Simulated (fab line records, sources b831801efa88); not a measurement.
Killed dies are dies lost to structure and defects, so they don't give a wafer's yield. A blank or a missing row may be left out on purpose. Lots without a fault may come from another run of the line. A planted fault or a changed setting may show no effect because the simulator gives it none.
Which tool did it? | flow gf180mcu | 14 lots, 42 wafers sampled, at 1 step of a route of 602

WHAT THE GAUGES READ, wafer by wafer
GF_STI_THK_MEAS_30. Usual: STI_OXIDATION_02_THK 9.94 nm, standard deviation 0.16.
lot  | measured    | on            | STI_OXIDATION_02_THK (nm) | flag
L374 | day 2 06:26 | film_metro-03 | 9.87 10.10 10.20          |
L376 | day 2 18:08 | film_metro-04 | 9.85 9.69 9.81            |
L377 | day 2 21:54 | film_metro-04 | 9.81 9.90 9.92            |
L379 | day 3 08:49 | film_metro-04 | 10.15 10.04 9.85          |
L381 | day 3 17:36 | film_metro-02 | 9.88 9.88 9.96            |
L382 | day 3 21:53 | film_metro-04 | 10.17 10.20 10.14         |
L383 | day 4 04:23 | film_metro-04 | 9.93 9.91 9.81            |
L386 | day 4 18:55 | film_metro-03 | 9.95 10.05 9.72           |
L389 | day 5 13:13 | film_metro-03 | 9.97 9.96 9.99            |
L390 | day 5 19:53 | film_metro-02 | 10.08 10.03 9.96          |
L394 | day 6 15:31 | film_metro-03 | 10.05 9.93 9.92           |
L395 | day 6 19:08 | film_metro-02 | 10.11 9.94 10.03          |
L396 | day 6 23:40 | film_metro-03 | 9.60 9.77 9.68            |
L397 | day 7 05:13 | film_metro-04 | 10.02 10.00 9.90          |

WHICH TOOL RAN EACH LOT (tool, then ch and the chambers of the sampled wafers, then the start)
The record holds no process step before these readings.

WHAT THE TOOLS THEMSELVES READ (means of the sampled wafers that have a number; where no wafer has one, the mark that the record gives instead)
The record holds no such reading with a usual standard deviation.

THE ANSWER, worked out from the rows above alone
Rule: a lot is off if the mean of its wafers that have a number lies more than 3 standard deviations from the usual mean. A lot without any number at a reading at which 4 lots or more have one is off too. The other lots that the step has rows for count as sound. The gauges are gone through in route order, then the tools' own readings, and for those a lot's mean is taken as printed above. The first step at which some lot is off is used, and at that step the reading that is off furthest; a lot without a number counts as furthest.
No lot is off at any reading shown: from this, nothing can be told.

WHAT THE SIMULATOR HAD PUT IN
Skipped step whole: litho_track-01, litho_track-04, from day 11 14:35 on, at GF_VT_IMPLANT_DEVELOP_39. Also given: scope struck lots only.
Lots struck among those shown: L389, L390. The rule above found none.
